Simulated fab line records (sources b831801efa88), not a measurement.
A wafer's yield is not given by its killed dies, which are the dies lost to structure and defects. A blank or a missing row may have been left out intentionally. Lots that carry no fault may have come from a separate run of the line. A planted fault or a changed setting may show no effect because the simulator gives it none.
Problem report, 8D (eight disciplines) form, completed by code | flow gf180mcu | the parts of the form that need people (team, actions taken, sign-off) are left out

== 1. WHAT IS WRONG ==
SAB_CVD_00_THK at GF_SAB_THK_MEAS_01 reads a mean of 53.1 nm on 1 wafer of 1 lot; wafers without a fault read 50.1 nm with a standard deviation of 0.62. Relative to the usual mean, that is a shift of +4.8 standard deviations.
Earliest sighting: wafer L879.5 on film-metro-01 at day 17 14:10. The record holds 39 wafers of 13 lots with a number at this step. Rule for "out" (also "out of limits"): further than 4 standard deviations from the usual mean. The rest of the wafers with a number are treated as sound.

== 2. WHAT IT IS; WHAT IT IS NOT ==
question                    | is                | is not
which readings at this step | SAB_CVD_00_THK    | -
which lots                  | L879              | L869, L870, L872, L873, L874, L877, L878, L880, L882, L889, L890, L892
which wafers of those lots  | L879.5            | L879.4, L879.6
read on which gauges        | film-metro-01     | film-metro-02, film-metro-04
when                        | from day 17 14:10 | up to then (23 sound wafers); but 15 sound wafers of L880, L882, L889, L890, L892 came after

== 3. SUSPECTS, AND WHAT RULES EACH OUT ==
Counting: if a tool at a process step up to the reading ran every lot that is out, it stays a suspect. Sound lots after the first of them don't rule it out here, since some wafers of a struck lot are sound.
- the gauge at GF_SAB_THK_MEAS_01: kept. All the wafers that are out were read on film-metro-01, and no step on other tools shows them out.
- pecvd-04 at GF_SAB_CVD_00 (deposits SiO2 from TEOS, target thk 50 nm, time 4.9302 s): kept. It processed L879, the lot that is out, at day 17 14:08, and its most recent sound lot before then was L878 at day 17 11:31.
- pecvd-04, GF_SAB_CVD_00: wafers that are out in chamber 2, sound lot-mates in chambers 0, 1.
After counting, pecvd-04 at GF_SAB_CVD_00 and film-metro-01 at GF_SAB_THK_MEAS_01 remain.

== 4. THE CAUSE (what the simulator had put in) ==
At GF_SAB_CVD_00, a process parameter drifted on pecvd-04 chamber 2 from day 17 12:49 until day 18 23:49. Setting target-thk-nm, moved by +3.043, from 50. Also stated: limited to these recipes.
Of the 2 suspects that counting leaves, this tool is one.

== 5. SEQUENCE OF EFFECTS, ordered by route ==
Rows list readings where the struck wafers' mean (over those with a number) sits beyond 3 standard deviations from the usual. Only readings for which the record gives a usual standard deviation are gone through. hours: the time from each lot's start at the first step in this table that gives one to its start at this step, as a median over the lots. sigmas: the change in usual standard deviations.
hours | step               | reading        | usual   | on struck wafers | change | sigmas
0     | GF_SAB_THK_MEAS_01 | SAB_CVD_00_THK | 50.1 nm | 53.1             | +3.0   | +4.8

== 6. HOW IT WOULD HAVE BEEN CAUGHT EARLIER ==
In this record the first reading out of limits at a measuring or inspecting step was taken at day 17 14:10, 1 hour after the fault began at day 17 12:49.
Tool readings at GF_SAB_CVD_00 with a usual standard deviation given in the record: none out on any struck wafer, hence no alarm at a limit of 4 standard deviations on them.
All the lots that are out (1) had begun GF_SAB_CVD_00 on pecvd-04 by day 17 14:10. Tool hold at that time: it would have spared none of them.
